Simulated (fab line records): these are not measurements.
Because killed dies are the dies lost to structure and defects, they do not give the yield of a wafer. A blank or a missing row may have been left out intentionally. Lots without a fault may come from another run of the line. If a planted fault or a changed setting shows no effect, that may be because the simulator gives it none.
fab line records	flow gf180mcu	part 2 of 2: steps 31 to 40 of 40
record lots=5	wafers=15	lastDay=34
route steps=602 shown STI@27 DNWELL@32 NWELL@42 LVPWELL@54 MVSD@66
lots with no fault: from the same line, run without faults
startH: hours from the record's opening day to when the first of the lot's shown wafers began	waitH: hours from the lot's prior step to this one	" the same as in the row above	L1.1+2: a row that stands for several wafers	- either no value or no given start	* or withheld: withheld	< > ~ a bound
route shown NAME@n: names a module that has steps shown in the file, with the first one's number in the route	usual: mean/standard deviation of fault-free wafers	same: alike in all rows	chamber/n: place in a boat	sites: the reading at each site	_std_site: the standard deviation of these	_edge_site: inner sites' mean taken away from outer sites' mean	radiusMm: how far each site lies from the wafer's centre	mask NAME#n: copy n	behind: the last tool/chamber to shape the wafer	hold: the reason the lot was held/the length of the hold in hours/how it ended	device: transistor that didn't switch, given as n, p or np	end of line: the same wafers' tests at the end of the route	a step with no rows: only its recipe	killed: not the wafer's yield, but the dies lost to structure and defects at the first sort	map: dies across one wafer; x = killed, . = not, _ = none there
set.NAME: the setting as run; set.NAME@STEP: as run at that earlier step	model.NAME: the simulator's own value behind a step, which no gauge read
lots at some steps of the route; a table a step, a row a wafer
services: when a tool's chamber went out of use (startH, in hours from the record's first day, below 0 if earlier), for how many hours, and the reason
## steps
# step GF_LVPWELL_SOFTBAKE_03
# recipe tempC=110	timeS=withheld
# usual plateTempC=110.01/0.13
lot.wafer	tool	chamber	startH	waitH	plateTempC
L077.1	lithoTrack-03	0	80.64	0.1	109.96
L077.4	"	0	"	"	109.99
L077.5	"	0	"	"	110.00
L087.2	lithoTrack-04	0	135.35	0.1	110.26
L087.4	"	0	"	"	109.93
L087.6	"	0	"	"	110.19
L088.1	lithoTrack-02	0	141.83	0.1	109.97
L088.3	"	0	"	"	109.93
L088.5	"	0	"	"	110.02
L091.1	lithoTrack-03	0	155.54	0.1	109.80
L091.2	"	0	"	"	109.83
L091.3	"	0	"	"	109.94
L096.2	lithoTrack-02	0	182.26	0.1	110.06
L096.5	"	0	"	"	109.84
L096.6	"	0	"	"	109.75
# step GF_LVPWELL_EXPOSE_04
# recipe maskId=LVPWELL	targetCdNm=600	na=0.6	sourceShape=conventional	sigmaOuter=0.6	doseMj=260
# usual focusOffsetNm=-0.1/0.54
lot.wafer	tool	chamber	startH	waitH	mask	focusOffsetNm
L077.1	ilineStepper-01	0	-	-	LVPWELL#0	-0.4
L077.4	"	0	"	"	LVPWELL#0	0.2
L077.5	"	0	"	"	LVPWELL#0	-1.3
L087.2	ilineStepper-02	0	-	-	LVPWELL#0	-0.2
L087.4	"	0	"	"	LVPWELL#0	0.2
L087.6	"	0	"	"	LVPWELL#0	-0.4
L088.1	ilineStepper-01	0	-	-	LVPWELL#0	0.6
L088.3	"	0	"	"	LVPWELL#0	0.3
L088.5	"	0	"	"	LVPWELL#0	1.0
L091.1	ilineStepper-01	0	-	-	LVPWELL#0	-0.4
L091.2	"	0	"	"	LVPWELL#0	-0.8
L091.3	"	0	"	"	LVPWELL#0	-0.7
L096.2	ilineStepper-01	0	-	-	LVPWELL#0	-0.7
L096.5	"	0	"	"	LVPWELL#0	-0.6
L096.6	"	0	"	"	LVPWELL#0	-1.4
# step GF_LVPWELL_PEB_05
# recipe tempC=115	timeS=withheld
# usual plateTempC=115.04/0.12
lot.wafer	tool	chamber	startH	waitH	plateTempC
L077.1	lithoTrack-03	0	-	-	115.03
L077.4	"	0	"	"	114.88
L077.5	"	0	"	"	114.86
L087.2	lithoTrack-03	0	-	-	115.13
L087.4	"	0	"	"	115.04
L087.6	"	0	"	"	115.12
L088.1	lithoTrack-04	0	-	-	115.06
L088.3	"	0	"	"	115.03
L088.5	"	0	"	"	114.85
L091.1	lithoTrack-02	0	-	-	115.01
L091.2	"	0	"	"	114.70
L091.3	"	0	"	"	114.86
L096.2	lithoTrack-03	0	-	-	115.10
L096.5	"	0	"	"	115.00
L096.6	"	0	"	"	114.90
# step GF_LVPWELL_DEVELOP_06
# recipe wallAngleDeg=90	developTimeS=60	devTempC=23
# usual developerTempC=22.99/0.11
lot.wafer	tool	chamber	startH	waitH	developerTempC
L077.1	lithoTrack-03	0	-	-	23.00
L077.4	"	0	"	"	22.94
L077.5	"	0	"	"	22.98
L087.2	lithoTrack-03	0	-	-	22.92
L087.4	"	0	"	"	23.10
L087.6	"	0	"	"	22.87
L088.1	lithoTrack-04	0	-	-	23.12
L088.3	"	0	"	"	23.04
L088.5	"	0	"	"	23.07
L091.1	lithoTrack-02	0	-	-	23.08
L091.2	"	0	"	"	23.02
L091.3	"	0	"	"	23.16
L096.2	lithoTrack-03	0	-	-	22.86
L096.5	"	0	"	"	22.87
L096.6	"	0	"	"	22.94
# step GF_LVPWELL_OVL_MEAS_07
# usual LVPWELL_OVL=0.3/1.6
lot.wafer	tool	chamber	startH	waitH	LVPWELL_OVL[nm]
L077.1	overlay-01	-	87.84	-	3.4
L077.4	"	-	"	"	-0.1
L077.5	"	-	"	"	0.9
L087.2	overlay-01	-	143.10	-	0.0
L087.4	"	-	"	"	-0.1
L087.6	"	-	"	"	-0.1
L088.1	overlay-02	-	149.82	-	2.2
L088.3	"	-	"	"	0.6
L088.5	"	-	"	"	1.8
L091.1	overlay-01	-	163.13	-	-1.3
L091.2	"	-	"	"	0.3
L091.3	"	-	"	"	-1.5
L096.2	overlay-01	-	190.10	-	0.1
L096.5	"	-	"	"	-0.5
L096.6	"	-	"	"	0.1
# step GF_LVPWELL_IMPLANT_08
# recipe species=B	energyKev=170	doseCm2=1.5e+13	tiltDeg=0
lot.wafer	tool	chamber	startH	waitH
L077.1+4+5	implanter-03	0	87.88	0.0
L087.2+4+6	implanter-01	0	143.15	0.0
L088.1+3+5	implanter-01	0	149.86	0.0
L091.1+2+3	implanter-01	0	163.17	0.0
L096.2+5+6	implanter-01	0	190.15	0.0
# step GF_LVPWELL_IMPLANT_09
# recipe species=B	energyKev=60	doseCm2=5e+12	tiltDeg=0
lot.wafer	tool	chamber	startH	waitH
L077.1+4+5	implanter-03	0	88.03	0.1
L087.2+4+6	implanter-01	0	143.30	0.1
L088.1+3+5	implanter-01	0	150.01	0.1
L091.1+2+3	implanter-01	0	163.32	0.1
L096.2+5+6	implanter-01	0	190.30	0.1
# step GF_LVPWELL_STRIP_10
# recipe chemistry=O2/N2	powerW=1400	pressureMtorr=1500	platenTempC=250	o2FlowSccm=3000	n2FlowSccm=300	overashFraction=0.5
# usual drypumpMotorCurrentA=5.8/0.4	heaterPowerW=333/20	oesProductAu=0.723/0.004	stripTimeToEndpointS=37.02/0.096
# same overashFraction=0.5
lot.wafer	tool	chamber	startH	waitH	drypumpMotorCurrentA	heaterPowerW	oesProductAu	rfHoursCounterH	stripTimeToEndpointS
L077.1	plasmaAsher-03	1	88.18	0.1	6.0	288	0.731	46	37.10
L077.4	"	0	"	"	5.7	317	0.729	-	37.03
L077.5	"	0	"	"	5.7	308	0.724	-	36.94
L087.2	plasmaAsher-01	1	143.43	0.1	5.0	354	0.722	53	36.94
L087.4	"	0	"	"	5.6	336	0.720	-	36.88
L087.6	"	0	"	"	5.6	328	0.729	-	36.95
L088.1	plasmaAsher-04	0	150.16	0.1	6.3	345	0.723	38	36.99
L088.3	"	0	"	"	6.3	354	0.727	-	37.21
L088.5	"	0	"	"	6.3	345	0.729	-	37.02
L091.1	plasmaAsher-03	1	163.47	0.1	6.1	316	0.726	5	37.08
L091.2	"	0	"	"	5.7	315	0.721	5	37.03
L091.3	"	0	"	"	5.8	320	0.720	-	37.07
L096.2	plasmaAsher-04	1	190.43	0.1	5.9	337	0.719	43	36.85
L096.5	"	0	"	"	6.3	352	0.712	-	36.95
L096.6	"	1	"	"	5.9	332	0.721	-	36.95
# step GF_LVPWELL_TW_MEAS_11
# usual LVPWELL_TW=556/3.4
lot.wafer	tool	chamber	startH	waitH	LVPWELL_TW
L077.1	filmMetro-01	-	88.28	0.1	556
L077.4	"	-	"	"	559
L077.5	"	-	"	"	560
L087.2	filmMetro-04	-	143.54	0.1	550
L087.4	"	-	"	"	554
L087.6	"	-	"	"	553
L088.1	filmMetro-01	-	150.26	0.1	560
L088.3	"	-	"	"	558
L088.5	"	-	"	"	558
L091.1	filmMetro-02	-	163.57	0.1	561
L091.2	"	-	"	"	561
L091.3	"	-	"	"	563
L096.2	filmMetro-02	-	190.54	0.1	556
L096.5	"	-	"	"	558
L096.6	"	-	"	"	555
# step GF_MVSD_DEHYDRATE_00
# recipe tempC=200	timeS=60
# usual plateTempC=200.02/0.15
lot.wafer	tool	chamber	startH	waitH	plateTempC
L077.1	lithoTrack-04	0	94.32	6.0	199.82
L077.4	"	0	"	"	200.06
L077.5	"	0	"	"	199.78
L087.2	lithoTrack-03	0	150.62	7.1	199.97
L087.4	"	0	"	"	199.83
L087.6	"	0	"	"	199.87
L088.1	lithoTrack-01	0	157.39	7.1	200.07
L088.3	"	0	"	"	200.10
L088.5	"	0	"	"	200.14
L091.1	lithoTrack-01	0	170.29	6.7	200.31
L091.2	"	0	"	"	200.11
L091.3	"	0	"	"	200.06
L096.2	lithoTrack-03	0	197.62	7.1	200.04
L096.5	"	0	"	"	199.84
L096.6	"	0	"	"	200.14
## services
tool	chamber	startH	hours	kind
furnace-01	-	23.24	3.3	pm
implanter-03	-	24.48	1.4	repair
ilineStepper-02	-	28.08	1.7	pm
ilineStepper-02	-	36.60	3.3	repair
plasmaAsher-04	-	43.78	7.3	repair
implanter-01	-	44.77	1.8	repair
implanter-04	-	49.48	3.5	pm
wetBench-04	-	84.86	1.0	repair
implanter-01	-	94.19	1.8	repair
plasmaAsher-01	-	100.49	2.2	repair
ilineStepper-01	-	103.99	9.2	repair
plasmaAsher-03	-	108.75	9.0	pm
implanter-03	-	123.12	0.5	repair
furnace-01	-	134.14	3.0	pm
wetBench-03	-	135.26	2.3	repair
implanter-03	-	138.68	3.2	repair
plasmaAsher-01	-	154.55	9.1	repair
plasmaAsher-01	-	155.44	1.6	repair
plasmaAsher-03	-	172.80	14.6	pm
implanter-04	-	174.90	13.3	pm
plasmaAsher-01	-	184.60	17.2	pm
ilineStepper-01	-	190.89	1.7	pm
furnace-01	-	191.03	2.8	pm
implanter-03	-	193.96	2.7	repair
